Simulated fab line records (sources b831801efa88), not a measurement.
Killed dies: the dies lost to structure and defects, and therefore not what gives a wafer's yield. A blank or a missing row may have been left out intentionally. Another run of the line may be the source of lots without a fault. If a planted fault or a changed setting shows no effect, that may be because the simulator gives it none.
fab line records ; flow sfqLine
record lots=14; wafers=42; lastDay=96
route steps=325 shown I2@115 R5@213 I5@228 C5@248
lots untouched by any fault: they come from a run of this same line in which no faults occurred
startH: the number of hours between the record's first day and the start of the first shown wafer of the lot ; waitH: hours elapsed since this lot's preceding step ; " the same as in the row above ; L1.1+2: one row covering several wafers at once ; - no value present, or no start provided ; * or withheld: withheld ; < > ~ a bound
route shown NAME@n: NAME is a module with steps in the file, n the number in the route of the first one ; usual: mean/standard deviation taken from wafers without a fault ; same: alike in all rows ; chamber/n: place in a boat ; sites: readings site by site ; _std_site: their standard deviation ; _edge_site: mean of outer sites minus mean of inner sites ; radiusMm: how far each site lies from the wafer's centre ; mask NAME#n: copy n ; behind: the most recent tool/chamber to have shaped the wafer ; hold: why the lot was held/for how many hours/how that ended ; device: whichever transistor did not switch (one of n, p or np) ; end of line: tests of these same wafers at the route's end ; step lacking rows: just its recipe ; killed: at the first sort, the dies lost to defects and structure; wafer yield is something else ; map: a wafer's dies, x killed, . not, _ none there
set.NAME: setting as actually run; set.NAME@STEP: the setting as run at that earlier step ; model.NAME: the simulator's own value behind a step, which no gauge read
a sample of lots followed through the steps of the route, with each step as a table and each wafer as a row
services: a tool's chamber out of use, with start hour (startH, from the record's first day; less than 0 if before it), hours out, and reason
## steps
# step SFQ_TRILAYER_I2_VIA_ETCH_VIA_ETCH_070
# recipe target=SiO2; stopOn=Nb; maskMaterial=PR; taperDeg=20; chemistry=CHF3; targetDepthNm=260; sourceW=500; biasW=80; pressureMtorr=30; timeS=withheld
# usual biasW=80.00/0.23; drypumpMotorCurrentA=5.9/0.35; oesProductAu=0.854/0.0053
lot.wafer;tool;chamber;startH;waitH;biasW;drypumpMotorCurrentA;oesProductAu
L949.1;rieDiel-02;1;1017.71;0.0;80.02;5.7;0.856
L949.5;rieDiel-02;1;1017.71;0.0;80.06;5.7;0.857
L949.6;rieDiel-02;2;1017.71;0.0;79.89;6.3;0.855
L950.1;rieDiel-01;2;1025.04;0.0;80.25;6.1;0.850
L950.5;rieDiel-01;1;1025.04;0.0;79.92;6.0;0.864
L950.6;rieDiel-01;2;1025.04;0.0;80.33;6.1;0.852
L952.1;rieDiel-01;0;1050.04;0.0;79.92;5.4;0.855
L952.2;rieDiel-01;3;1050.04;0.0;80.20;5.3;0.858
L952.5;rieDiel-01;0;1050.04;0.0;80.20;5.4;0.862
L954.1;rieDiel-01;3;1067.95;0.0;80.45;5.3;0.859
L954.4;rieDiel-01;1;1067.95;0.0;79.83;6.0;0.854
L954.6;rieDiel-01;1;1067.95;0.0;79.69;6.0;0.854
L955.3;rieDiel-04;3;1079.95;0.0;79.49;5.6;0.852
L955.4;rieDiel-04;1;1079.95;0.0;79.97;5.3;0.851
L955.6;rieDiel-04;1;1079.95;0.0;80.21;5.3;0.855
L956.1;rieDiel-04;0;1091.95;0.0;80.11;6.0;0.858
L956.5;rieDiel-04;1;1091.95;0.0;79.97;5.3;0.855
L956.6;rieDiel-04;2;1091.95;0.0;79.85;6.2;0.847
L957.4;rieDiel-04;3;1097.95;0.0;79.71;5.6;0.856
L957.5;rieDiel-04;2;1097.95;0.0;79.55;6.2;0.853
L957.6;rieDiel-04;3;1097.95;0.0;79.54;5.6;0.843
L961.1;rieDiel-04;3;1126.66;0.0;79.99;5.6;0.854
L961.4;rieDiel-04;1;1126.66;0.0;79.79;5.3;0.852
L961.6;rieDiel-04;0;1126.66;0.0;79.99;6.0;0.866
L963.4;rieDiel-04;2;1135.06;0.0;79.66;6.2;0.860
L963.5;rieDiel-04;0;1135.06;0.0;79.60;6.0;0.854
L963.6;rieDiel-04;1;1135.06;0.0;79.82;5.3;0.860
L967.1;rieDiel-04;1;1186.79;0.0;80.09;5.3;0.855
L967.2;rieDiel-04;0;1186.79;0.0;79.88;6.0;0.856
L967.6;rieDiel-04;3;1186.79;0.0;79.75;5.6;0.843
L968.1;rieDiel-04;2;1206.11;0.0;80.16;6.2;0.850
L968.3;rieDiel-04;3;1206.11;0.0;79.93;5.5;0.850
L968.6;rieDiel-04;2;1206.11;0.0;79.74;6.2;0.850
L969.3;rieDiel-02;3;1212.11;0.0;79.97;6.4;0.856
L969.5;rieDiel-02;3;1212.11;0.0;79.69;6.4;0.858
L969.6;rieDiel-02;0;1212.11;0.0;80.10;6.1;0.851
L971.4;rieDiel-04;0;1229.04;0.0;80.51;6.0;0.850
L971.5;rieDiel-04;3;1229.04;0.0;80.23;5.6;0.857
L971.6;rieDiel-04;2;1229.04;0.0;79.97;6.2;0.852
L972.2;rieDiel-01;0;1236.24;0.0;79.97;5.4;0.853
L972.5;rieDiel-01;2;1236.24;0.0;79.99;6.2;0.855
L972.6;rieDiel-01;1;1236.24;0.0;80.46;5.9;0.852
# step SFQ_TRILAYER_R5_DEP_SPUTTER_133
# recipe material=MoNx; basePressurePa=1.33e-06; targetThkNm=40; powerW=1000; timeS=66.7; chamberPressurePa=0.4
# usual throttleValvePct=29.7/0.75
lot.wafer;tool;chamber;startH;waitH;throttleValvePct
L949.1;pvdSputter-03;-;1346.27;0.0;29.3
L949.5;pvdSputter-03;-;1346.27;0.0;30.4
L949.6;pvdSputter-03;-;1346.27;0.0;30.2
L950.1;pvdSputter-04;-;1349.48;0.0;30.3
L950.5;pvdSputter-04;-;1349.48;0.0;29.5
L950.6;pvdSputter-04;-;1349.48;0.0;30.6
L952.1;pvdSputter-04;-;1365.20;0.0;30.5
L952.2;pvdSputter-04;-;1365.20;0.0;29.4
L952.5;pvdSputter-04;-;1365.20;0.0;28.7
L954.1;pvdSputter-04;-;1385.04;0.0;29.3
L954.4;pvdSputter-04;-;1385.04;0.0;30.4
L954.6;pvdSputter-04;-;1385.04;0.0;30.3
L955.3;pvdSputter-04;-;1400.04;0.0;29.5
L955.4;pvdSputter-04;-;1400.04;0.0;30.3
L955.6;pvdSputter-04;-;1400.04;0.0;30.3
L956.1;pvdSputter-04;-;1417.59;0.0;29.7
L956.5;pvdSputter-04;-;1417.59;0.0;28.7
L956.6;pvdSputter-04;-;1417.59;0.0;29.8
L957.4;pvdSputter-03;-;1420.59;0.0;30.1
L957.5;pvdSputter-03;-;1420.59;0.0;29.3
L957.6;pvdSputter-03;-;1420.59;0.0;30.3
L961.1;pvdSputter-05;-;1500.24;0.0;30.7
L961.4;pvdSputter-05;-;1500.24;0.0;30.8
L961.6;pvdSputter-05;-;1500.24;0.0;28.9
L963.4;pvdSputter-04;-;1581.63;0.0;29.6
L963.5;pvdSputter-04;-;1581.63;0.0;29.6
L963.6;pvdSputter-04;-;1581.63;0.0;28.6
L967.1;pvdSputter-04;-;1633.90;0.0;28.5
L967.2;pvdSputter-04;-;1633.90;0.0;29.7
L967.6;pvdSputter-04;-;1633.90;0.0;28.7
L968.1;pvdSputter-04;-;1648.63;0.0;28.7
L968.3;pvdSputter-04;-;1648.63;0.0;29.7
L968.6;pvdSputter-04;-;1648.63;0.0;30.2
L969.3;pvdSputter-04;-;1657.63;0.0;30.3
L969.5;pvdSputter-04;-;1657.63;0.0;30.3
L969.6;pvdSputter-04;-;1657.63;0.0;30.2
L971.4;pvdSputter-05;-;1794.63;0.0;29.2
L971.5;pvdSputter-05;-;1794.63;0.0;31.0
L971.6;pvdSputter-05;-;1794.63;0.0;27.9
L972.2;pvdSputter-03;-;1798.57;0.0;29.2
L972.5;pvdSputter-03;-;1798.57;0.0;29.3
L972.6;pvdSputter-03;-;1798.57;0.0;30.0
# step SFQ_TRILAYER_R5_DEP_SPUTTER_134
# recipe material=Ti; basePressurePa=1.33e-06; targetThkNm=5; powerW=1975; timeS=5; chamberPressurePa=0.4
# usual throttleValvePct=29.7/0.74
lot.wafer;tool;chamber;startH;waitH;throttleValvePct
L949.1;pvdSputter-03;-;1346.32;0.0;29.7
L949.5;pvdSputter-03;-;1346.32;0.0;30.1
L949.6;pvdSputter-03;-;1346.32;0.0;30.3
L950.1;pvdSputter-04;-;1349.53;0.0;30.2
L950.5;pvdSputter-04;-;1349.53;0.0;29.7
L950.6;pvdSputter-04;-;1349.53;0.0;30.5
L952.1;pvdSputter-04;-;1365.25;0.0;30.3
L952.2;pvdSputter-04;-;1365.25;0.0;29.6
L952.5;pvdSputter-04;-;1365.25;0.0;28.8
L954.1;pvdSputter-04;-;1385.10;0.0;29.7
L954.4;pvdSputter-04;-;1385.10;0.0;30.5
L954.6;pvdSputter-04;-;1385.10;0.0;30.3
L955.3;pvdSputter-04;-;1400.10;0.0;29.5
L955.4;pvdSputter-04;-;1400.10;0.0;30.3
L955.6;pvdSputter-04;-;1400.10;0.0;30.4
L956.1;pvdSputter-04;-;1417.64;0.0;29.7
L956.5;pvdSputter-04;-;1417.64;0.0;28.8
L956.6;pvdSputter-04;-;1417.64;0.0;29.4
L957.4;pvdSputter-03;-;1420.64;0.0;30.2
L957.5;pvdSputter-03;-;1420.64;0.0;29.2
L957.6;pvdSputter-03;-;1420.64;0.0;30.3
L961.1;pvdSputter-05;-;1500.30;0.0;30.6
L961.4;pvdSputter-05;-;1500.30;0.0;30.9
L961.6;pvdSputter-05;-;1500.30;0.0;29.2
L963.4;pvdSputter-04;-;1581.68;0.0;29.6
L963.5;pvdSputter-04;-;1581.68;0.0;29.5
L963.6;pvdSputter-04;-;1581.68;0.0;28.7
L967.1;pvdSputter-04;-;1633.95;0.0;28.6
L967.2;pvdSputter-04;-;1633.95;0.0;29.8
L967.6;pvdSputter-04;-;1633.95;0.0;28.7
L968.1;pvdSputter-04;-;1648.68;0.0;28.6
L968.3;pvdSputter-04;-;1648.68;0.0;29.3
L968.6;pvdSputter-04;-;1648.68;0.0;30.1
L969.3;pvdSputter-04;-;1657.68;0.0;30.5
L969.5;pvdSputter-04;-;1657.68;0.0;30.3
L969.6;pvdSputter-04;-;1657.68;0.0;30.2
L971.4;pvdSputter-05;-;1794.68;0.0;29.0
L971.5;pvdSputter-05;-;1794.68;0.0;31.1
L971.6;pvdSputter-05;-;1794.68;0.0;28.3
L972.2;pvdSputter-03;-;1798.63;0.0;29.2
L972.5;pvdSputter-03;-;1798.63;0.0;29.2
L972.6;pvdSputter-03;-;1798.63;0.0;30.5
# step SFQ_TRILAYER_A5C_DEP_PECVD_142
# recipe material=SiO2; tempC=150; timeS=15.556; pressureTorr=2.4; rfW=183.3; precursor=SiH4/N2O; targetThkNm=70
# usual heaterPowerW=87/19; throttleValvePct=24.6/1.1
lot.wafer;tool;chamber;startH;waitH;heaterPowerW;sinceWetCleanH;throttleValvePct
L949.1;pecvd-04;1;1482.77;0.0;129;905;24.7
L949.5;pecvd-04;2;1482.77;0.0;88;-;25.4
L949.6;pecvd-04;1;1482.77;0.0;129;-;24.7
L950.1;pecvd-04;0;1487.59;0.0;77;910;26.3
L950.5;pecvd-04;1;1487.59;0.0;130;-;24.9
L950.6;pecvd-04;2;1487.59;0.0;92;-;25.3
L952.1;pecvd-04;2;1500.50;0.0;98;923;25.5
L952.2;pecvd-04;0;1500.50;0.0;68;923;26.3
L952.5;pecvd-04;2;1500.50;0.0;97;-;25.7
L954.1;pecvd-04;2;1511.30;0.0;90;934;25.3
L954.4;pecvd-04;0;1511.30;0.0;81;-;26.7
L954.6;pecvd-04;1;1511.30;0.0;128;-;24.7
L955.3;pecvd-02;2;1519.74;0.0;92;189;23.5
L955.4;pecvd-02;2;1519.74;0.0;92;-;23.5
L955.6;pecvd-02;1;1519.74;0.0;68;-;22.5
L955.3;pecvd-02;2;1519.93;0.2;92;-;23.8
L955.4;pecvd-02;2;1519.93;0.2;93;-;23.6
L955.6;pecvd-02;1;1519.93;0.2;67;-;22.7
L956.1;pecvd-03;0;1535.32;0.0;67;1327;24.2
L956.5;pecvd-03;1;1535.32;0.0;83;-;24.5
L956.6;pecvd-03;0;1535.32;0.0;66;-;24.5
L957.4;pecvd-04;2;1536.52;0.0;96;-;25.6
L957.5;pecvd-04;0;1536.52;0.0;82;-;26.3
L957.6;pecvd-04;2;1536.52;0.0;95;-;25.7
L961.1;pecvd-02;0;1558.19;0.0;77;227;24.0
L961.4;pecvd-02;0;1558.19;0.0;74;-;24.0
L961.6;pecvd-02;1;1558.19;0.0;62;-;22.4
L961.1;pecvd-02;0;1558.38;0.2;74;-;24.0
L961.4;pecvd-02;0;1558.38;0.2;76;-;24.0
L961.6;pecvd-02;1;1558.38;0.2;63;-;22.8
L963.4;pecvd-04;0;1585.59;0.0;74;-;26.5
L963.5;pecvd-04;1;1585.59;0.0;131;-;25.0
L963.6;pecvd-04;2;1585.59;0.0;81;-;25.6
L967.1;pecvd-03;1;1637.34;0.0;94;1429;24.8
L967.2;pecvd-03;0;1637.34;0.0;65;1429;24.5
L967.6;pecvd-03;0;1637.34;0.0;66;-;24.1
L968.1;pecvd-04;0;1654.39;0.0;69;1077;26.5
L968.3;pecvd-04;2;1654.39;0.0;92;1077;25.8
L968.6;pecvd-04;0;1654.39;0.0;70;-;26.6
L969.3;pecvd-02;2;1661.57;0.0;92;331;23.8
L969.5;pecvd-02;2;1661.57;0.0;92;-;23.9
L969.6;pecvd-02;1;1661.57;0.0;60;-;22.7
L971.4;pecvd-04;0;1891.96;0.0;81;-;26.3
L971.5;pecvd-04;2;1891.96;0.0;85;-;25.6
L971.6;pecvd-04;1;1891.96;0.0;121;-;24.7
L972.2;pecvd-02;0;1893.15;0.0;87;562;25.4
L972.5;pecvd-02;0;1893.15;0.0;87;-;25.2
L972.6;pecvd-02;1;1893.15;0.0;61;-;23.5
# step SFQ_TRILAYER_C5_ETCH_VIA_ETCH_154
# recipe target=SiO2; maskMaterial=PR; chemistry=CHF3; targetDepthNm=84; sourceW=500; biasW=78.11; pressureMtorr=30; timeS=withheld; stopOn=Nb
# usual biasW=78.12/0.23; drypumpMotorCurrentA=5.8/0.36; oesProductAu=0.894/0.0076
lot.wafer;tool;chamber;startH;waitH;biasW;drypumpMotorCurrentA;oesProductAu
L949.1;rieDiel-01;0;1594.06;0.0;78.11;5.4;0.884
L949.5;rieDiel-01;1;1594.06;0.0;78.30;5.9;0.902
L949.6;rieDiel-01;2;1594.06;0.0;77.77;6.2;0.907
L950.1;rieDiel-01;1;1600.06;0.0;77.92;5.9;0.882
L950.5;rieDiel-01;1;1600.06;0.0;78.02;5.9;0.903
L950.6;rieDiel-01;2;1600.06;0.0;78.38;6.1;0.897
L952.1;rieDiel-04;3;1624.30;0.0;78.03;5.6;0.888
L952.2;rieDiel-04;2;1624.30;0.0;77.92;6.2;0.884
L952.5;rieDiel-04;1;1624.30;0.0;77.70;5.3;0.891
L954.1;rieDiel-01;2;1644.32;0.0;78.10;6.1;0.888
L954.4;rieDiel-01;0;1644.32;0.0;78.01;5.4;0.889
L954.6;rieDiel-01;1;1644.32;0.0;78.29;5.9;0.892
L955.3;rieDiel-01;3;1654.90;0.0;78.04;5.3;1.004
L955.4;rieDiel-01;2;1654.90;0.0;77.86;6.2;1.004
L955.6;rieDiel-01;3;1654.90;0.0;78.13;5.3;0.993
L956.1;rieDiel-04;3;1666.84;0.0;78.25;5.6;0.883
L956.5;rieDiel-04;0;1666.84;0.0;78.17;6.0;0.896
L956.6;rieDiel-04;3;1666.84;0.0;78.40;5.6;0.895
L957.4;rieDiel-02;3;1669.08;0.0;78.41;6.4;0.887
L957.5;rieDiel-02;1;1669.08;0.0;78.17;5.7;0.886
L957.6;rieDiel-02;2;1669.08;0.0;77.77;6.3;0.886
L961.1;rieDiel-04;0;1815.49;0.0;78.36;6.0;1.007
L961.4;rieDiel-04;3;1815.49;0.0;77.97;5.6;1.002
L961.6;rieDiel-04;3;1815.49;0.0;78.13;5.6;0.996
L963.4;rieDiel-01;1;1832.29;0.0;78.37;6.0;0.877
L963.5;rieDiel-01;2;1832.29;0.0;77.87;6.1;0.904
L963.6;rieDiel-01;3;1832.29;0.0;78.40;5.3;0.899
L967.1;rieDiel-01;0;1869.49;0.0;77.61;5.4;0.888
L967.2;rieDiel-01;3;1869.49;0.0;78.17;5.3;0.885
L967.6;rieDiel-01;1;1869.49;0.0;77.69;5.9;0.906
L968.1;rieDiel-02;2;1883.89;0.0;78.18;6.2;0.883
L968.3;rieDiel-02;3;1883.89;0.0;78.30;6.4;0.887
L968.6;rieDiel-02;1;1883.89;0.0;78.04;5.7;0.897
L969.3;rieDiel-01;3;1885.22;0.0;77.80;5.3;0.889
L969.5;rieDiel-01;0;1885.22;0.0;78.03;5.4;0.901
L969.6;rieDiel-01;1;1885.22;0.0;78.20;6.0;0.896
L971.4;rieDiel-04;1;1897.57;0.0;78.35;5.3;0.903
L971.5;rieDiel-04;3;1897.57;0.0;77.74;5.6;0.897
L971.6;rieDiel-04;2;1897.57;0.0;78.00;6.1;0.895
L972.2;rieDiel-01;2;1902.77;0.0;77.94;6.1;0.892
L972.5;rieDiel-01;3;1902.77;0.0;78.06;5.3;0.905
L972.6;rieDiel-01;1;1902.77;0.0;78.23;5.9;0.906
## services
tool;chamber;startH;hours;kind
pvdSputter-04;-;995.34;3.0;repair
rieDiel-04;-;1032.64;1.8;repair
pvdSputter-04;-;1060.25;10.9;repair
rieDiel-04;-;1104.49;0.1;repair
rieDiel-01;2;1108.08;17.2;repair
rieDiel-01;0;1112.69;4.5;repair
rieDiel-01;-;1126.11;2.8;pm
pvdSputter-04;-;1141.63;3.3;repair
rieDiel-01;3;1181.12;1.6;repair
pvdSputter-04;-;1197.66;9.9;repair
rieDiel-04;3;1217.40;7.2;repair
pvdSputter-04;-;1218.75;1.4;repair
rieDiel-04;-;1230.38;14.6;pm
rieDiel-04;2;1257.81;15.9;repair
pvdSputter-04;-;1280.10;9.1;repair
rieDiel-01;2;1283.81;10.2;repair
pvdSputter-04;-;1295.16;5.8;repair
pvdSputter-04;-;1486.79;4.1;repair
pvdSputter-04;-;1518.09;2.0;repair
pvdSputter-04;-;1559.85;4.2;repair
pvdSputter-04;-;1579.61;0.9;repair
pvdSputter-04;-;1692.21;12.8;repair
pvdSputter-04;-;1739.84;5.1;repair
pvdSputter-04;-;1884.74;6.3;repair
## key
firstSign step=SFQ_TRILAYER_A5C_DEP_PECVD_142; reading=visit; direction=added
effect step=SFQ_TRILAYER_C5_ETCH_VIA_ETCH_154; reading=oesProductAu; direction=up; sigmas=14; usual=0.894; struck=1.001
metAt SFQ_TRILAYER_A5C_DEP_PECVD_142
struckLots L955,L961
notActingAt SFQ_TRILAYER_I2_VIA_ETCH_VIA_ETCH_070,SFQ_TRILAYER_R5_DEP_SPUTTER_133,SFQ_TRILAYER_R5_DEP_SPUTTER_134
fault kind=repeatedStepWhole; tool=pecvd-02,pecvd-03,pecvd-04; chamber=-; onsetH=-; steps=SFQ_TRILAYER_A5C_DEP_PECVD_142; times=1; scope=struckLotsOnly
